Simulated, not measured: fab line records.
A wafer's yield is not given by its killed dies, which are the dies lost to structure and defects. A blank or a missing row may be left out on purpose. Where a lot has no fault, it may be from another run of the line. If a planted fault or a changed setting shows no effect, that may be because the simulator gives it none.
Chamber matching    flow gf180mcu    rie diel-04 running GF_POLY_GATE_ETCH_12: 4 sister chambers
The step etches BARC in N2/H2. 7 wafers are shown with their chamber, then 7 later ones without.

== EACH WAFER AND ITS CHAMBER ==
wafer   chamber  drypump motor current A (A)  throttle valve pct (%)
L942.3  0        6.4                          13.228
L943.5  0        6.4                          13.222
L944.6  3        5.4                          13.213
L947.2  1        5.1                          13.216
L947.4  2        5.2                          13.223
L951.1  1        5.1                          13.221
L951.2  2        5.3                          13.226

== WAFERS WHOSE CHAMBER IS MISSING ==
wafer   drypump motor current A (A)  throttle valve pct (%)
L951.4  6.4                          13.202
L961.1  6.4                          13.233
L961.4  6.4                          13.211
L961.5  5.4                          13.198
L962.1  6.4                          13.203
L962.2  5.4                          13.206
L962.6  5.1                          13.223

== CHAMBER TAKEN BY EACH ==
wafer   from the rows above  in truth
L951.4  0                    0
L961.1  0                    0
L961.4  0                    0
L961.5  3                    3
L962.1  0                    0
L962.2  3                    3
L962.6  1                    1
Correct placement for 7 of the 7. Not placeable from these rows: 0. Number placed wrongly: 0.
How it was worked out, from the rows above alone: a wafer's distance from a chamber is the root of the sum, over the readings, of the square of ((its reading less the chamber's mean) divided by the reading's scatter). The wafer belongs to the nearest chamber; if the next one is less than 2 further off, it can't be placed. For every chamber, the mean is computed from those of its wafers that are shown. The scatter is the square root of a quotient: the sum, over the shown wafers, of each reading's squared deviation from its chamber's mean, divided by wafers minus chambers.
